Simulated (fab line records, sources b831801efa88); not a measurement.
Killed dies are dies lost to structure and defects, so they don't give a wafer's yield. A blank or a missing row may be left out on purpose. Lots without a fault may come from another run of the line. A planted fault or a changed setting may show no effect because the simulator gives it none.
A struck lot beside a sound one | flow sky130 | 17 steps out of a route of 708
Sound: wafers L749.1, L749.4, L749.5. Struck: wafers L759.1, L759.2, L759.4. The cause comes at the end.
At each step with rows: each side's tool, then ch and its chambers, then its first start. Under that, the readings that differ: sound wafers | struck wafers | difference of the means | sigmas: that difference in standard deviations of wafers without a fault.
alike: readings whose means differ by less than 2 such deviations, and words and numbers that are the same on both sides. not compared: withheld readings, readings that some wafer has no value for, bounds like >300 that may hide the same value, and numbers for which the record gives no deviation and whose values overlap.
The two part at a step that has a row with sigmas, a row that says differs or no value, or rows on one side only. Numbers that don't overlap but have no deviation are shown without sigmas and don't part them. A reading that every wafer of one side lacks parts them only if that side has two wafers or more.

SKY_VT_ADJUST_HVTP_OVL_MEAS_08:
  sound on overlay-01, day 6 14:14; struck on overlay-02, day 8 22:26
  alike: VT_ADJUST_HVTP_OVL
then, 1 step without rows for these wafers: SKY_VT_ADJUST_HVTP_IMPLANT_09.
SKY_VT_ADJUST_HVTP_STRIP_10: strips in O2/N2.
  sound on plasma_asher-02 ch 0, day 6 14:25; struck on plasma_asher-02 ch 0,1, day 8 22:37
  alike: drypump_motor_current_A, oes_product_au, strip_time_to_endpoint_s
  not compared: rf_hours_counter_h
SKY_VT_ADJUST_HVTP_TW_MEAS_11:
  sound on film_metro-04, day 6 14:31; struck on film_metro-01, day 8 22:43
  alike: VT_ADJUST_HVTP_TW
then, 7 steps without rows for these wafers: SKY_VT_ADJUST_LVTN_DEHYDRATE_00 (time 60 s); SKY_VT_ADJUST_LVTN_HMDS_01 (prime time 60 s); SKY_VT_ADJUST_LVTN_COAT_02 (resist thk 3000 nm); SKY_VT_ADJUST_LVTN_SOFTBAKE_03; SKY_VT_ADJUST_LVTN_EXPOSE_04 (exposes mask NWM COMPLEMENT LESS NATIVE, target cd 840 nm); SKY_VT_ADJUST_LVTN_PEB_05; SKY_VT_ADJUST_LVTN_DEVELOP_06 (develop time 60 s).
SKY_VT_ADJUST_LVTN_OVL_MEAS_07:
  sound on overlay-02, day 7 09:37; struck on overlay-02, day 9 21:08
  alike: VT_ADJUST_LVTN_OVL
SKY_VT_ADJUST_LVTN_IMPLANT_08:
  sound on implanter-03 ch 0, day 7 09:38; struck on implanter-01 ch 0, day 9 21:10
  reading            | sound                            | struck                       | difference | sigmas
  dose_ions_cm2      | 1.5699e+12 1.5696e+12 1.5704e+12 | 9.927e+11 9.93e+11 9.918e+11 | -5.775e+11 | -99 or more
  faraday_current_uA | 9.05 8.70 9.11                   | 5.53 5.82 5.60               | -3.30      | -17
  alike: end_station_pressure_torr
SKY_VT_ADJUST_LVTN_STRIP_09: strips in O2/N2.
  sound on plasma_asher-03 ch 0, day 7 09:47; struck on plasma_asher-03 ch 0,1, day 9 21:19
  alike: drypump_motor_current_A, oes_product_au, strip_time_to_endpoint_s
  not compared: rf_hours_counter_h
SKY_VT_ADJUST_LVTN_TW_MEAS_10:
  sound on film_metro-02, day 7 09:53; struck on film_metro-02, day 9 21:25
  reading           | sound             | struck            | difference | sigmas
  VT_ADJUST_LVTN_TW | 239.5 238.9 238.0 | 210.7 210.6 210.4 | -28.2      | -12
then, 1 step without rows for these wafers: SKY_VT_ADJUST_LVTN_DEHYDRATE_11 (time 60 s).
-- the record jumps here: 39 days lie between the struck wafers' starts before and after (it left off in module VT_ADJUST_LVTN and takes up again in module PAD_OPEN, whose first step shown is number 708 of the route) --
SKY_PAD_OPEN_PROBE_99:
  sound on prober-02, day 46 14:10; struck on prober-01, day 48 21:29
  reading                                    | sound                | struck               | difference | sigmas
  killed_at_M4_up                            | 3 1 1                | 10 4 6               | +5         | +3
  model.etest.nfet_01v8_lvt.vt_sat_v (V)     | 0.5366 0.5245 0.5305 | 0.5061 0.5131 0.5106 | -0.0206    |
  model.etest.nfet_01v8_lvt.vt_v (V)         | 0.6078 0.6034 0.6134 | 0.5986 0.5991 0.5972 | -0.0099    |
  model.etest.nfet_01v8_swapped.vt_sat_v (V) | 0.6518 0.6434 0.6533 | 0.631 0.6357 0.6392  | -0.014     |
  model.etest.nfet_01v8.vt_sat_v (V)         | 0.6494 0.6434 0.6434 | 0.6322 0.6362 0.637  | -0.0103    |
  model.etest.nfet_01v8_turned.vt_sat_v (V)  | 0.6562 0.646 0.6468  | 0.6313 0.6341 0.6432 | -0.0135    |
  model.etest.nfet_01v8_lvt.vt_long_v (V)    | 0.4406 0.4432 0.4432 | 0.4301 0.4312 0.4323 | -0.0111    |
  model.etest.nfet_01v8_lvt.body_rise_v (V)  | 0.1435 0.1454 0.1445 | 0.1377 0.1376 0.1399 | -0.0061    |
  model.etest.nfet_01v8.body_rise_v (V)      | 0.1774 0.1829 0.1795 | 0.1769 0.1743 0.177  | -0.0039    |
  alike: killed_at_M0_to_M3, killed_at_contacts, killed_at_front_end, killed_at_other, killed_dies, killed_open, killed_short

WHERE THEY PART
First at SKY_VT_ADJUST_LVTN_IMPLANT_08; last, within this record, at SKY_PAD_OPEN_PROBE_99.

WHY: what the simulator had put in
Process parameter drift: implanter-01, from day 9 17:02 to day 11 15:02, at SKY_VT_ADJUST_LVTN_IMPLANT_08. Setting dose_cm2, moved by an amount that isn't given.
